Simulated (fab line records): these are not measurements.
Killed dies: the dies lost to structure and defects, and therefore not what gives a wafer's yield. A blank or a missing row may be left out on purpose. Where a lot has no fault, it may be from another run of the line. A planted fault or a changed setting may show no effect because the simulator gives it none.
Code-filled problem report in 8D (eight disciplines) form | flow gf180mcu | the parts of the form that need people (team, actions taken, sign-off) are left out

== 1. THE ISSUE ==
PSD_TW at GF_PSD_TW_MEAS_11 reads a mean of 3391 on 6 wafers of 2 lots; wafers without a fault read 3163 with a standard deviation of 24. Measured from the usual mean, that is +9.5 standard deviations.
Earliest sighting: wafer L671.1 on filmMetro-04 at day 19 03:24. The record has a number at this step for 33 wafers belonging to 11 lots. By rule, "out" or "out of limits" means more than 4 standard deviations away from the usual mean. The rest of the wafers with a number are treated as sound.

== 2. WHAT IT IS, AND WHAT IT ISN'T ==
question                    | is                         | is not
which readings at this step | PSD_TW                     | -
which lots                  | L671, L672                 | L660, L661, L663, L664, L665, L666, L670, L679, L680
which wafers of those lots  | all that have a number     | -
read on which gauges        | filmMetro-03, filmMetro-04 | filmMetro-02
when                        | from day 19 03:24          | up to then (21 sound wafers); but 6 sound wafers of L679, L680 came after

== 3. THE SUSPECTS, EACH WITH WHAT RULES IT OUT ==
Counting: a tool at any process step up to the reading remains a suspect when it ran all the lots that are out and ran no sound lot after the first of those.
- the gauge at GF_PSD_TW_MEAS_11: ruled out. The wafers that are out were read on 2 gauges (filmMetro-03, filmMetro-04).
- implanter-03 at GF_PSD_IMPLANT_09: kept. Every lot that is out went through it, starting with L671 (day 19 03:09), and after that it ran no sound lot; the last sound lot it ran before then is L670 (day 18 19:47). On those wafers its own readings are out: doseIonsCm2, faradayCurrentUA.
The count leaves implanter-03 at GF_PSD_IMPLANT_09.

== 4. THE CAUSE (what the simulator had put in) ==
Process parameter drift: implanter-03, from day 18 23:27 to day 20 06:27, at GF_PSD_IMPLANT_09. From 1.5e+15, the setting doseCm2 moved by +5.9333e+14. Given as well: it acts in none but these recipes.
The count eliminated every tool but this one.

== 5. THE CHAIN OF EFFECTS, in route order ==
One row per reading whose mean, taken over the struck wafers that have a number, lies over 3 standard deviations from the usual. Only readings whose record carries a usual standard deviation are examined. hours: median over the lots of the time between each lot's start at the first step of this table that gives one and its start at this step. sigmas: the change, counted in usual standard deviations.
hours | step              | reading                | usual         | on struck wafers | change      | sigmas
0     | GF_PSD_IMPLANT_09 | doseIonsCm2            | 1.4998e+15    | 2.0910e+15       | +5.9125e+14 | +99 or more
0     | GF_PSD_IMPLANT_09 | endStationPressureTorr | 1.17e-05 Torr | 1.41e-05         | +2.38e-06   | +4.6
0     | GF_PSD_IMPLANT_09 | faradayCurrentUA       | 8231          | 11414            | +3184       | +21
0     | GF_PSD_STRIP_10   | oesProductAu           | 0.592 a.u.    | 0.571            | -0.021      | -4.8
0     | GF_PSD_STRIP_10   | stripTimeToEndpointS   | 16.51 s       | 17.60            | +1.09       | +31
0     | GF_PSD_TW_MEAS_11 | PSD_TW                 | 3163          | 3391             | +228        | +9.5
1     | GF_PSD_RS_MEAS_15 | PSD_RS                 | 108.5 ohm/sq  | 102.6            | -5.9        | -19
Its process steps:
- GF_PSD_IMPLANT_09
- GF_PSD_STRIP_10: strips in O2/N2.

== 6. WHAT WOULD HAVE CAUGHT IT SOONER ==
In this record the first reading out of limits at a measuring or inspecting step was taken at day 19 03:24, 4 hours after the fault began at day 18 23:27.
The tool's own readings at GF_PSD_IMPLANT_09 were out on every struck wafer that the step has a row for (doseIonsCm2, faradayCurrentUA): an alarm limit on them would have fired on the first of those.
Lots out: 2; of these, L672 started GF_PSD_IMPLANT_09 on implanter-03 after day 19 03:24. A tool hold placed at that time would have kept it from harm.
